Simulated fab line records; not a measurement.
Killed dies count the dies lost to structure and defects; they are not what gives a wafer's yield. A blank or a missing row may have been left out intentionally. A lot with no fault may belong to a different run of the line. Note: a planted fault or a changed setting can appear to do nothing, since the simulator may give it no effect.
A struck lot beside a sound one :: flow sky130 :: 43 out of 708 route steps
Sound: these wafers, L149.1, L149.2, L149.6. Struck: wafers L140.2, L140.3, L140.6. The cause is given at the end.
At each step with rows: each side's tool, then ch and its chambers, then its first start. Under that, the readings that differ: sound wafers :: struck wafers :: difference of the means :: sigmas: that difference in standard deviations of wafers without a fault.
alike: words and numbers the same on both sides, and readings whose means are apart by under 2 such deviations; not compared: readings that were withheld, readings missing a value for some wafer, numbers with overlapping values and no deviation given by the record, and bounds like >300 which may hide the same value.
The two part at a step that has a row with sigmas, a row that says differs or no value, or rows on one side only. Numbers that don't overlap but have no deviation are shown without sigmas and don't part them. A reading that every wafer of one side lacks parts them only if that side has two wafers or more.

first, 5 steps without rows for these wafers: SKY_LDD_N_COAT_02 (resist thk 300 nm); SKY_LDD_N_SOFTBAKE_03 (time 60 s); SKY_LDD_N_EXPOSE_04 (exposes mask NTM, target cd 840 nm); SKY_LDD_N_PEB_05; SKY_LDD_N_DEVELOP_06 (develop time 58.15 s).
SKY_LDD_N_OVL_MEAS_07:
  sound: overlay-01 at day 24 09:35; struck: overlay-02 at day 21 15:52
  alike: LDD_N_OVL
then, 6 steps without rows for these wafers: SKY_LDD_N_IMPLANT_08; SKY_LDD_N_IMPLANT_09; SKY_LDD_N_IMPLANT_10; SKY_LDD_N_IMPLANT_11; SKY_LDD_N_IMPLANT_12; SKY_LDD_N_IMPLANT_13.
SKY_LDD_N_IMPLANT_14:
  sound on implanter-04 ch 0, day 24 10:32; struck on implanter-04 ch 0, day 21 16:49
  alike: beam energy keV, beam on s
after that, 1 step had no rows for these wafers: SKY_LDD_N_IMPLANT_15.
SKY_LDD_N_STRIP_16: strips in O2/N2.
  sound on plasma asher-03 ch 0,1, day 24 10:50; struck on plasma asher-02 ch 0,1, day 21 17:06
reading: drypump motor current A (A)
sound: 5.42 5.79 5.42
struck: 6.12 5.67 6.14
difference: +0.43
sigmas: +2
  alike: oes product au, strip time to endpoint s
  not compared: rf hours counter h
SKY_LDD_N_TW_MEAS_17:
  sound: film metro-01 at day 24 10:56; struck: film metro-01 at day 21 17:13
  alike: LDD_N_TW
then, 7 steps without rows for these wafers: SKY_LDD_P_DEHYDRATE_00 (time 60 s); SKY_LDD_P_HMDS_01 (prime time 60 s); SKY_LDD_P_COAT_02 (resist thk 1140 nm); SKY_LDD_P_SOFTBAKE_03 (time 60 s); SKY_LDD_P_EXPOSE_04 (exposes mask PSDM, target cd 380 nm); SKY_LDD_P_PEB_05; SKY_LDD_P_DEVELOP_06 (develop time 60 s).
SKY_LDD_P_CD_MEAS_07 targets a cd of 380 nm.
  sound: cd sem-02 at day 25 15:52; struck: cd sem-02 at day 22 23:26
  alike: cd nm
SKY_LDD_P_OVL_MEAS_08:
  sound: overlay-02 at day 25 15:59; struck: overlay-02 at day 22 23:32
  alike: LDD_P_OVL
after that, 1 step had no rows for these wafers: SKY_LDD_P_IMPLANT_09.
SKY_LDD_P_STRIP_10: strips in O2/N2.
  sound on plasma asher-03 ch 0,1, day 25 16:10; struck on plasma asher-03 ch 1, day 22 23:43
reading: strip time to endpoint s (s)
sound: 14.14 14.13 14.13
struck: 14.22 14.20 14.27
difference: +0.10
sigmas: +2
  alike: drypump motor current A, oes product au
  not compared: rf hours counter h
SKY_LDD_P_TW_MEAS_11:
  sound: film metro-04 at day 25 16:16; struck: film metro-04 at day 22 23:50
  alike: LDD_P_TW
then, 7 steps without rows for these wafers: SKY_LDD_HVN_DEHYDRATE_00 (time 60 s); SKY_LDD_HVN_HMDS_01 (prime time 60 s); SKY_LDD_HVN_COAT_02 (resist thk 300 nm); SKY_LDD_HVN_SOFTBAKE_03 (time 60 s); SKY_LDD_HVN_EXPOSE_04 (exposes mask HVNTM, target cd 700 nm); SKY_LDD_HVN_PEB_05; SKY_LDD_HVN_DEVELOP_06 (develop time 60 s).
SKY_LDD_HVN_OVL_MEAS_07:
  sound: overlay-01 at day 26 21:39; struck: overlay-01 at day 24 06:04
  alike: LDD_HVN_OVL
after that, 1 step had no rows for these wafers: SKY_LDD_HVN_IMPLANT_08.
SKY_LDD_HVN_STRIP_09: strips in O2/N2.
  sound on plasma asher-03 ch 0,1, day 26 21:50; struck on plasma asher-04 ch 0,1, day 24 06:14
reading: strip time to endpoint s (s)
sound: 4.147 4.141 4.144
struck: 4.120 4.109 4.121
difference: -0.027
sigmas: -2
  alike: drypump motor current A, oes product au
  not compared: rf hours counter h
SKY_LDD_HVN_TW_MEAS_10:
  sound: film metro-03 at day 26 21:56; struck: film metro-02 at day 24 06:21
  alike: LDD_HVN_TW
then, 3 steps without rows for these wafers: SKY_LDD_HVP_DEHYDRATE_00 (time 60 s); SKY_LDD_HVP_HMDS_01 (prime time 60 s); SKY_LDD_HVP_COAT_02 (resist thk 300 nm).
-- record jumps: 24 days separate the struck wafers' starts on either side; left off in module LDD_HVP, taken up again in module PAD_OPEN, whose first shown step is the route's number 708 --
SKY_PAD_OPEN_PROBE_99:
  sound: prober-01 at day 50 00:17; struck: prober-01 at day 48 07:11
reading: model.etest.nfet_01v8_swapped.vt sat v (V)
sound: 0.6426 0.6398 0.6424
struck: 0.6268 0.623 0.6238
difference: -0.0171
sigmas: 

reading: model.etest.nfet_01v8.vt v range
sound: 0.008039 0.009028 0.007508
struck: 0.01849 0.01369 0.02155
difference: +0.00972
sigmas: 
  alike: killed_at_M0_to_M3, killed_at_M4_up, killed at contacts, killed at front end, killed at other, killed dies, killed on rim, killed open, killed short
  not compared: model.etest.nfet_01v8.drive ua um range

## WHERE THEY PART
Earliest at SKY_LDD_N_STRIP_16; latest, in this record, at SKY_LDD_HVN_STRIP_09. Later steps at which nothing parts them and some readings are alike: SKY_LDD_HVN_TW_MEAS_10, SKY_PAD_OPEN_PROBE_99.

WHY: the cause the simulator had injected
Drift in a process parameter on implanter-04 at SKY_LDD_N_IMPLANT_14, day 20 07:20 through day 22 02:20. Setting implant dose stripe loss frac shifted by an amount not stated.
